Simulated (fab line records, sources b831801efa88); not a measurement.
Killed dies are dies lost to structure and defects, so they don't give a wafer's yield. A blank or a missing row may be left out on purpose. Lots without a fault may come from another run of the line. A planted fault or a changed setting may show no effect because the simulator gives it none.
fab line records | flow sky130
record lots=12 wafers=36 last_day=50
route steps=708 shown CONTACT@429 METAL1@435 VIA1@458 PAD_OPEN@708
lots that met no fault: from a run of the same line without faults
start_h: hours from the record's first day to the start of the lot's first wafer shown | wait_h: hours since the lot's step before | " the same as in the row above | L1.1+2: a row that stands for several wafers | - no value, or no start given | * or withheld: withheld | < > ~ a bound
route shown NAME@n: a module of which the file shows steps, and the number in the route of the first | usual: mean/standard deviation of fault-free wafers | same: alike in all rows | chamber/n: place in a boat | sites: the reading at each site | _std_site: their standard deviation | _edge_site: outer sites' mean less inner sites' | radius_mm: how far each site lies from the wafer's centre | mask NAME#n: copy n | behind: the tool/chamber that last shaped the wafer | hold: why the lot was held/for how many hours/how that ended | device: the transistor (n, p or np) that didn't switch | end of line: the same wafers' tests at the end of the route | a step without rows: its recipe alone | killed: dies lost to structure and defects at the first sort, not the wafer's yield | map: a wafer's dies, x killed, . not, _ none there
set.NAME: the setting as run; set.NAME@STEP: as run at that earlier step | model.NAME: the simulator's own value behind a step, which no gauge read
steps of the route over a sample of lots; a table a step, a row a wafer
services: from which hour (start_h, from the record's first day; less than 0 if before it) a tool's chamber was out of use, for how many hours, and why
## steps
# step SKY_CONTACT_SPUTTER_23
# recipe material=TiN target_thk_nm=20 chamber_pressure_pa=5 power_w=4000 time_s=80
# usual throttle_valve_pct=30.1/0.92
# columns lot.wafer tool chamber start_h wait_h throttle_valve_pct
L667.1 pvd_sputter-04 - 751.68 0.0 29.6
L667.4 " - " " 30.9
L667.5 " - " " 30.4
L668.2 pvd_sputter-03 - 754.63 0.0 29.2
L668.3 " - " " 29.8
L668.6 " - " " 29.1
L672.2 pvd_sputter-02 - 779.17 0.0 29.9
L672.3 " - " " 28.3
L672.6 " - " " 30.4
L675.2 pvd_sputter-04 - 803.73 0.0 29.3
L675.4 " - " " 31.4
L675.6 " - " " 31.4
L678.3 pvd_sputter-02 - 834.59 0.0 30.5
L678.5 " - " " 31.4
L678.6 " - " " 30.2
L679.1 pvd_sputter-04 - 838.60 0.0 31.2
L679.3 " - " " 31.0
L679.5 " - " " 30.9
L681.2 pvd_sputter-04 - 851.55 0.0 29.6
L681.5 " - " " 29.7
L681.6 " - " " 30.1
L685.1 pvd_sputter-02 - 879.02 0.0 31.4
L685.2 " - " " 28.2
L685.6 " - " " 30.4
L686.1 pvd_sputter-03 - 890.40 0.0 29.1
L686.3 " - " " 29.6
L686.6 " - " " 29.2
L687.4 pvd_sputter-04 - 891.05 0.0 31.3
L687.5 " - " " 29.9
L687.6 " - " " 30.9
L690.1 pvd_sputter-02 - 918.88 0.0 30.3
L690.3 " - " " 28.4
L690.6 " - " " 31.6
L689.4 pvd_sputter-04 - 922.02 0.0 31.2
L689.5 " - " " 30.4
L689.6 " - " " 29.6
# step SKY_METAL1_SPUTTER_01
# recipe material=TiN target_thk_nm=20 power_w=6500 time_s=16.7 chamber_pressure_pa=0.4
# usual throttle_valve_pct=29.7/0.86
# columns lot.wafer tool chamber start_h wait_h throttle_valve_pct
L667.1 pvd_sputter-02 - 752.35 0.0 31.4
L667.4 " - " " 30.7
L667.5 " - " " 28.1
L668.2 pvd_sputter-02 - 755.30 0.0 30.5
L668.3 " - " " 30.2
L668.6 " - " " 30.6
L672.2 pvd_sputter-03 - 779.84 0.0 29.7
L672.3 " - " " 28.8
L672.6 " - " " 29.8
L675.2 pvd_sputter-01 - 804.41 0.0 28.8
L675.4 " - " " 30.1
L675.6 " - " " 28.7
L678.3 pvd_sputter-01 - 835.26 0.0 28.6
L678.5 " - " " 30.0
L678.6 " - " " 30.3
L679.1 pvd_sputter-02 - 839.28 0.0 28.3
L679.3 " - " " 29.9
L679.5 " - " " 31.5
L681.2 pvd_sputter-02 - 852.23 0.0 30.1
L681.5 " - " " 30.5
L681.6 " - " " 30.3
L685.1 pvd_sputter-01 - 879.69 0.0 30.3
L685.2 " - " " 30.1
L685.6 " - " " 30.2
L686.1 pvd_sputter-01 - 891.08 0.0 28.8
L686.3 " - " " 30.1
L686.6 " - " " 30.3
L687.4 pvd_sputter-02 - 891.74 0.0 30.4
L687.5 " - " " 28.3
L687.6 " - " " 31.3
L690.1 pvd_sputter-03 - 919.56 0.0 28.9
L690.3 " - " " 29.3
L690.6 " - " " 29.2
L689.4 pvd_sputter-01 - 922.70 0.0 28.6
L689.5 " - " " 30.3
L689.6 " - " " 28.4
# step SKY_VIA1_HDPCVD_00
# recipe material=SiO2 target_thk_nm=1030 sigma_open_frac=0.3 time_s=171.7 temp_c=400 sih4_flow_sccm=60 pressure_mtorr=6
# usual susceptor_temp_C=400.00/0.23
# columns lot.wafer tool chamber start_h wait_h susceptor_temp_C
L667.1 hdpcvd-02 1 781.69 0.0 400.03
L667.4 " 0 " " 400.12
L667.5 " 1 " " 399.69
L668.2 hdpcvd-02 0 784.55 0.0 400.13
L668.3 " 2 " " 399.59
L668.6 " 2 " " 400.08
L672.2 hdpcvd-02 1 807.45 0.0 399.73
L672.3 " 2 " " 399.90
L672.6 " 1 " " 399.73
L675.2 hdpcvd-01 2 832.05 0.0 399.64
L675.4 " 1 " " 399.56
L675.6 " 2 " " 399.64
L678.3 hdpcvd-01 0 861.90 0.0 399.92
L678.5 " 1 " " 400.10
L678.6 " 2 " " 400.00
L678.3 hdpcvd-01 0 862.18 0.2 399.74
L678.5 " 1 " " 399.75
L678.6 " 2 " " 399.86
L679.1 hdpcvd-01 0 866.20 0.0 400.17
L679.3 " 2 " " 400.07
L679.5 " 2 " " 400.16
L679.1 hdpcvd-01 0 866.48 0.2 400.31
L679.3 " 2 " " 399.71
L679.5 " 2 " " 399.63
L681.2 hdpcvd-01 2 879.44 0.0 400.13
L681.5 " 1 " " 400.07
L681.6 " 0 " " 399.57
L681.2 hdpcvd-01 2 879.72 0.2 399.95
L681.5 " 1 " " 399.97
L681.6 " 0 " " 400.16
L685.1 hdpcvd-01 0 905.14 0.0 400.37
L685.2 " 1 " " 399.97
L685.6 " 1 " " 400.05
L686.1 hdpcvd-02 2 917.64 0.0 400.05
L686.3 " 0 " " 399.92
L686.6 " 0 " " 400.19
L687.4 hdpcvd-01 2 918.04 0.1 400.22
L687.5 " 1 " " 399.42
L687.6 " 0 " " 399.83
L690.1 hdpcvd-01 1 945.56 0.0 399.88
L690.3 " 2 " " 400.19
L690.6 " 0 " " 400.02
L689.4 hdpcvd-01 2 948.45 0.1 399.73
L689.5 " 0 " " 400.19
L689.6 " 1 " " 400.18
# step SKY_VIA1_THK_MEAS_01
# recipe reads=SiO2_of_VIA1_HDPCVD_00
# usual VIA1_HDPCVD_THK=1037/11
# columns lot.wafer tool chamber start_h wait_h VIA1_HDPCVD_THK[nm]
L667.1 film_metro-03 - 781.80 0.1 1030
L667.4 " - " " 1050
L667.5 " - " " 1032
L668.2 film_metro-01 - 784.67 0.1 1027
L668.3 " - " " 1024
L668.6 " - " " 1027
L672.2 film_metro-03 - 807.63 0.1 1043
L672.3 " - " " 1033
L672.6 " - " " 1030
L675.2 film_metro-01 - 832.18 0.1 1032
L675.4 " - " " 1035
L675.6 " - " " 1032
L678.3 film_metro-04 - 862.46 0.2 2066
L678.5 " - " " 2085
L678.6 " - " " 2107
L679.1 film_metro-01 - 866.59 0.1 2071
L679.3 " - " " 2089
L679.5 " - " " 2100
L681.2 film_metro-03 - 879.94 0.2 2098
L681.5 " - " " 2092
L681.6 " - " " 2084
L685.1 film_metro-01 - 905.25 0.1 1044
L685.2 " - " " 1028
L685.6 " - " " 1039
L686.1 film_metro-01 - 917.75 0.1 1030
L686.3 " - " " 1020
L686.6 " - " " 1015
L687.4 film_metro-04 - 918.13 0.0 1052
L687.5 " - " " 1046
L687.6 " - " " 1043
L690.1 film_metro-04 - 945.67 0.1 1020
L690.3 " - " " 1036
L690.6 " - " " 1026
L689.4 film_metro-04 - 948.54 0.0 1029
L689.5 " - " " 1031
L689.6 " - " " 1021
# step SKY_VIA1_SPUTTER_20
# recipe material=TiN target_thk_nm=20 chamber_pressure_pa=5 power_w=4000 time_s=80
# usual throttle_valve_pct=29.6/0.68
# columns lot.wafer tool chamber start_h wait_h throttle_valve_pct
L667.1 pvd_sputter-03 - 809.21 0.0 28.9
L667.4 " - " " 28.9
L667.5 " - " " 29.7
L668.2 pvd_sputter-03 - 813.01 0.0 29.2
L668.3 " - " " 29.7
L668.6 " - " " 28.9
L672.2 pvd_sputter-04 - 835.46 0.0 30.7
L672.3 " - " " 31.3
L672.6 " - " " 31.2
L675.2 pvd_sputter-04 - 859.31 0.0 30.0
L675.4 " - " " 31.2
L675.6 " - " " 29.7
L678.3 pvd_sputter-01 - 889.13 0.0 30.1
L678.5 " - " " 30.2
L678.6 " - " " 30.0
L679.1 pvd_sputter-03 - 893.71 0.0 29.7
L679.3 " - " " 28.7
L679.5 " - " " 29.0
L681.2 pvd_sputter-04 - 905.81 0.0 30.2
L681.5 " - " " 31.2
L681.6 " - " " 30.1
L685.1 pvd_sputter-03 - 931.25 0.0 29.3
L685.2 " - " " 29.3
L685.6 " - " " 29.5
L686.1 pvd_sputter-03 - 943.86 0.0 29.2
L686.3 " - " " 29.1
L686.6 " - " " 29.7
L687.4 pvd_sputter-01 - 944.24 0.0 29.9
L687.5 " - " " 30.0
L687.6 " - " " 30.1
L690.1 pvd_sputter-03 - 970.43 0.0 28.9
L690.3 " - " " 29.2
L690.6 " - " " 29.1
L689.4 pvd_sputter-01 - 974.11 0.0 30.2
L689.5 " - " " 30.2
L689.6 " - " " 30.1
# step SKY_PAD_OPEN_PROBE_99
# usual defect_limited_yield=82.5/2 killed_at_M0_to_M3=44/7.4 killed_at_M4_up=3.0/1.8 killed_at_contacts=24/5.1 killed_at_front_end=15/4.3 killed_at_other=0.3/0.54 killed_dies=86/9.9 killed_open=47/7.1 killed_short=38/6.7 sort_bin_3_pad_short=0.8/0.39 sort_bin_5_function=10.4/1.5 sort_bin_6_memory=6.2/1.2 sort_n_pass=406/9.9 sort_yield_pct=82.5/2
# same gross_dies=492 killed_at_back_side=0 sort_bin_4_leakage[%]=0 sort_bin_8_speed[%]=0
# columns lot.wafer tool chamber start_h wait_h defect_limited_yield[%] killed_at_M0_to_M3 killed_at_M4_up killed_at_contacts killed_at_front_end killed_at_other killed_dies killed_open killed_short sort_bin_3_pad_short[%] sort_bin_5_function[%] sort_bin_6_memory[%] sort_n_pass sort_yield_pct[%]
L675.2 prober-01 - 1132.20 0.1 82.1 42 1 34 11 0 88 49 39 0.2 11.0 6.7 404 82.1
L675.4 prober-01 - 1132.30 0.2 82.5 48 2 21 15 0 86 44 42 1.0 10.2 6.3 406 82.5
L675.6 prober-01 - 1132.40 0.2 83.5 37 1 29 14 0 81 42 39 0.8 8.7 6.9 411 83.5
L678.5 prober-01 - 1149.68 0.2 81.7 51 3 25 11 0 90 44 46 1.2 11.2 5.9 402 81.7
L678.6 prober-01 - 1149.73 0.2 79.9 49 7 23 19 1 99 56 43 0.6 12.0 7.5 393 79.9
L681.2 prober-02 - 1164.76 0.1 80.1 44 4 27 23 0 98 59 39 0.4 10.6 8.9 394 80.1
L681.5 prober-02 - 1164.91 0.2 84.3 43 1 22 10 1 77 44 33 0.4 9.6 5.7 415 84.3
L686.1 prober-01 - 1191.04 0.1 77.6 58 3 15 34 0 110 59 51 1.0 13.6 7.7 382 77.6
L686.3 prober-01 - 1191.14 0.2 83.5 41 1 24 15 0 81 47 34 0.6 9.1 6.7 411 83.5
L686.6 prober-01 - 1191.29 0.2 81.5 42 0 31 16 2 91 46 45 0.6 11.2 6.7 401 81.5
L687.4 prober-02 - 1192.87 0.2 82.7 39 1 29 16 0 85 47 38 1.0 9.8 6.5 407 82.7
L687.5 prober-02 - 1192.92 0.2 83.9 43 1 22 13 0 79 45 34 1.0 8.9 6.1 413 83.9
L687.6 prober-02 - 1192.97 0.2 81.3 43 2 27 19 1 92 50 42 1.0 10.0 7.7 400 81.3
# killed by level:class
L675.2 LI_CONTACT:geometric_particle:open=11 CONTACT:geometric_particle:open=11 CONTACT:geometric_particle:short=7 VIA2:geometric_particle:open=7 METAL2:geometric_particle:short=6 METAL1:geometric_particle:short=6 VIA1:geometric_particle:short=6 VIA1:geometric_particle:open=6
L675.4 VIA1:geometric_particle:open=15 METAL2:geometric_particle:short=9 LI_CONTACT:geometric_particle:open=7 POLY_GATE:geometric_particle:short=6 VIA1:geometric_particle:short=6 VIA3:geometric_particle:open=5 CONTACT:geometric_particle:open=5 FIELD_ISO:geometric_particle:open=4
L675.6 LI_CONTACT:geometric_particle:open=12 CONTACT:geometric_particle:open=6 METAL2:geometric_particle:short=6 VIA1:geometric_particle:open=5 FIELD_ISO:geometric_particle:short=4 METAL3:geometric_particle:short=4 LOCAL_INTERCONNECT:geometric_particle:short=4 CONTACT:geometric_particle:short=4
L678.5 CONTACT:geometric_particle:open=12 METAL1:geometric_particle:short=10 VIA1:geometric_particle:short=9 VIA1:geometric_particle:open=9 METAL2:geometric_particle:short=6 VIA2:geometric_particle:open=6 VIA3:geometric_particle:open=5 LOCAL_INTERCONNECT:geometric_particle:short=4
L678.6 VIA1:geometric_particle:open=14 VIA2:geometric_particle:open=11 LI_CONTACT:geometric_particle:open=7 CONTACT:geometric_particle:open=7 VIA1:geometric_particle:short=6 FIELD_ISO:geometric_particle:open=5 POLY_GATE:geometric_particle:short=5 LOCAL_INTERCONNECT:geometric_particle:short=4
L681.2 VIA1:geometric_particle:open=11 CONTACT:geometric_particle:open=10 LI_CONTACT:geometric_particle:open=8 FIELD_ISO:geometric_particle:open=6 VIA2:geometric_particle:open=6 METAL2:geometric_particle:short=6 CONTACT:geometric_particle:short=5 VIA3:geometric_particle:open=5
L681.5 VIA1:geometric_particle:open=16 CONTACT:geometric_particle:open=10 METAL2:geometric_particle:short=6 VIA2:geometric_particle:open=5 LI_CONTACT:geometric_particle:open=4 CONTACT:geometric_particle:short=4 VIA1:geometric_particle:short=4 VIA3:geometric_particle:open=4
L686.1 VIA1:geometric_particle:open=17 POLY_GATE:geometric_particle:open=9 METAL2:geometric_particle:short=9 FIELD_ISO:geometric_particle:short=8 CONTACT:geometric_particle:open=8 VIA3:geometric_particle:open=7 METAL1:geometric_particle:short=6 FIELD_ISO:geometric_particle:open=5
L686.3 CONTACT:geometric_particle:open=12 VIA1:geometric_particle:open=12 METAL2:geometric_particle:short=7 VIA3:geometric_particle:open=7 CONTACT:geometric_particle:short=6 LI_CONTACT:geometric_particle:open=4 FIELD_ISO:geometric_particle:short=3 FIELD_ISO:geometric_particle:open=3
L686.6 CONTACT:geometric_particle:open=10 VIA2:geometric_particle:short=8 LI_CONTACT:geometric_particle:open=8 VIA1:geometric_particle:open=7 METAL1:geometric_particle:short=6 VIA2:geometric_particle:open=6 FIELD_ISO:geometric_particle:short=5 FIELD_ISO:geometric_particle:open=5
L687.4 CONTACT:geometric_particle:open=13 LI_CONTACT:geometric_particle:open=8 VIA1:geometric_particle:open=8 METAL1:geometric_particle:short=6 METAL3:geometric_particle:short=5 FIELD_ISO:geometric_particle:open=4 VIA3:geometric_particle:open=4 CONTACT:geometric_particle:short=4
L687.5 VIA1:geometric_particle:open=9 LI_CONTACT:geometric_particle:open=7 VIA2:geometric_particle:open=7 VIA3:geometric_particle:open=7 CONTACT:geometric_particle:open=6 FIELD_ISO:geometric_particle:short=4 LI_CONTACT:geometric_particle:short=4 METAL1:geometric_particle:short=4
L687.6 LI_CONTACT:geometric_particle:open=11 CONTACT:geometric_particle:open=10 VIA1:geometric_particle:open=8 VIA2:geometric_particle:short=7 METAL2:geometric_particle:short=7 VIA3:geometric_particle:open=7 FIELD_ISO:geometric_particle:short=6 CONTACT:geometric_particle:short=4
## services
# columns tool chamber start_h hours kind
hdpcvd-01 - 732.79 0.5 repair
pvd_sputter-03 - 739.55 0.7 repair
pvd_sputter-02 - 760.02 3.3 repair
hdpcvd-01 0 768.17 4.4 repair
hdpcvd-02 0 788.64 19.3 repair
pvd_sputter-02 - 794.62 0.8 repair
pvd_sputter-01 - 797.49 3.7 repair
pvd_sputter-03 - 806.48 2.3 repair
pvd_sputter-03 3 832.59 - consumable_replace:kit
pvd_sputter-03 3 832.59 18.0 scheduled_down
pvd_sputter-01 - 850.02 2.4 repair
hdpcvd-01 - 870.95 2.8 pm
pvd_sputter-04 - 932.38 1.5 repair
pvd_sputter-04 - 941.53 4.7 repair
hdpcvd-02 - 942.84 6.0 pm
pvd_sputter-01 - 947.22 5.7 repair
hdpcvd-02 - 948.84 2.8 pm
hdpcvd-01 - 950.25 15.0 pm
hdpcvd-01 0 950.25 15.0 vent_cycle
hdpcvd-01 1 950.25 15.0 vent_cycle
hdpcvd-01 2 950.25 15.0 vent_cycle
hdpcvd-01 0 965.25 - clean
hdpcvd-01 1 965.25 - clean
hdpcvd-01 2 965.25 - clean
## key
first_sign step=SKY_VIA1_HDPCVD_00 reading=visit direction=added
effect step=SKY_VIA1_THK_MEAS_01 reading=VIA1_HDPCVD_THK direction=up sigmas=93 usual=1037 struck=2088
met_at SKY_VIA1_HDPCVD_00
struck_lots L678,L679,L681
not_acting_at SKY_CONTACT_SPUTTER_23,SKY_METAL1_SPUTTER_01,SKY_VIA1_SPUTTER_20
fault kind=repeated_step_whole tool=hdpcvd-01,hdpcvd-02 chamber=- onset_h=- steps=SKY_VIA1_HDPCVD_00 times=1 scope=struck_lots_only
